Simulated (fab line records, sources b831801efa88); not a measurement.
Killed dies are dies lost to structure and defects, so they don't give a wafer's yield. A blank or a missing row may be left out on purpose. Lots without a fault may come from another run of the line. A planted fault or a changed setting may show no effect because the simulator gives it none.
Chamber matching | flow sky130 | SKY_CAPM_CVD_00 on pecvd-04: 3 sister chambers
The step deposits SiO2, target thk 15.5 nm. 14 wafers are shown with their chamber, then 7 later ones without.

WAFERS WITH THEIR CHAMBER
wafer  | chamber | heater_power_w (W) | susceptor_temp_C (C)
L075.1 | 0       | 776                | 399.90
L075.4 | 1       | 544                | 399.80
L075.5 | 0       | 783                | 399.49
L077.4 | 1       | 482                | 400.22
L077.5 | 0       | 835                | 399.96
L077.6 | 2       | 733                | 399.95
L082.1 | 1       | 553                | 400.07
L082.3 | 0       | 686                | 399.76
L082.6 | 2       | 783                | 400.30
L083.2 | 1       | 593                | 400.14
L083.3 | 2       | 660                | 399.69
L083.4 | 1       | 581                | 400.09
L088.4 | 1       | 568                | 399.79
L088.5 | 2       | 720                | 400.08

SIGNATURES (means of the wafers above)
reading          | chamber 0 | chamber 1 | chamber 2 | scatter within a chamber
heater_power_w   | 770.00    | 553.50    | 724.00    | 49.4
susceptor_temp_C | 399.7775  | 400.0183  | 400.0050  | 0.211
Rule: a wafer's distance from a chamber is the root of the sum, over the readings, of the square of ((its reading less the chamber's mean) divided by the reading's scatter). The wafer belongs to the nearest chamber; if the next one is less than 2 further off, it can't be placed. The scatter: the root of (the sum of the squares of (reading less its chamber's mean) over the shown wafers, divided by (wafers less chambers)).

WAFERS WITHOUT THEIR CHAMBER
wafer  | heater_power_w (W) | susceptor_temp_C (C)
L088.6 | 573                | 399.79
L093.3 | 746                | 400.43
L093.4 | 602                | 399.91
L093.5 | 603                | 400.31
L096.2 | 813                | 400.04
L096.4 | 755                | 399.83
L096.6 | 574                | 400.04

WHICH CHAMBER EACH WENT THROUGH
wafer  | from the rows above     | in truth
L088.6 | 1                       | 1
L093.3 | can't be placed: 2 or 0 | 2
L093.4 | can't be placed: 1 or 2 | 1
L093.5 | can't be placed: 1 or 2 | 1
L096.2 | can't be placed: 0 or 2 | 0
L096.4 | can't be placed: 0 or 2 | 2
L096.6 | 1                       | 1
Placed correctly: 2 of 7. Can't be placed from these rows: 5 (the true chamber is among the candidates in 5). Placed wrongly: 0.
